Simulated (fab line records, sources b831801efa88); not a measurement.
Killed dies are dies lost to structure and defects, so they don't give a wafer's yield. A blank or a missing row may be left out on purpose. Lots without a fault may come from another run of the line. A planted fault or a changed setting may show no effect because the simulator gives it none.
Chamber matching | flow sky130 | SKY_CONTACT_CMP_04 on cmp-02: 4 sister chambers
The step polishes SiO2. 4 wafers are shown with their chamber, then 10 later ones without.

WAFERS WITH THEIR CHAMBER
wafer  | chamber | motor_current_A (A)
L081.6 | 2       | 13.2
L084.6 | 1       | 13.6
L088.3 | 3       | 13.1
L088.5 | 0       | 12.2

WAFERS WITHOUT THEIR CHAMBER
wafer  | motor_current_A (A)
L088.6 | 13.6
L090.1 | 12.3
L090.2 | 14.3
L090.5 | 13.4
L091.1 | 14.0
L091.5 | 12.8
L091.6 | 14.4
L096.1 | 12.8
L096.2 | 13.3
L096.4 | 13.6

WHICH CHAMBER EACH WENT THROUGH
wafer  | from the rows above               | in truth
L088.6 | can't be placed: 1 or 2 or 3      | 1
L090.1 | can't be placed: 0 or 3           | 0
L090.2 | can't be placed: 1 or 2 or 3      | 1
L090.5 | can't be placed: 1 or 2 or 3      | 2
L091.1 | can't be placed: 1 or 2 or 3      | 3
L091.5 | can't be placed: 3 or 2 or 0 or 1 | 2
L091.6 | can't be placed: 1 or 2 or 3      | 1
L096.1 | can't be placed: 3 or 2 or 0 or 1 | 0
L096.2 | can't be placed: 2 or 3 or 1      | 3
L096.4 | can't be placed: 1 or 2 or 3      | 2
Placed correctly: 0 of 10. Can't be placed from these rows: 10 (the true chamber is among the candidates in 10). Placed wrongly: 0.
How it was worked out, from the rows above alone: a wafer's distance from a chamber is the root of the sum, over the readings, of the square of ((its reading less the chamber's mean) divided by the reading's scatter). The wafer belongs to the nearest chamber; if the next one is less than 2 further off, it can't be placed. A chamber's mean is the mean of its shown wafers. The scatter: with one shown wafer a chamber, the root of the mean of the squares of how far each hidden wafer lies from its nearest shown one.
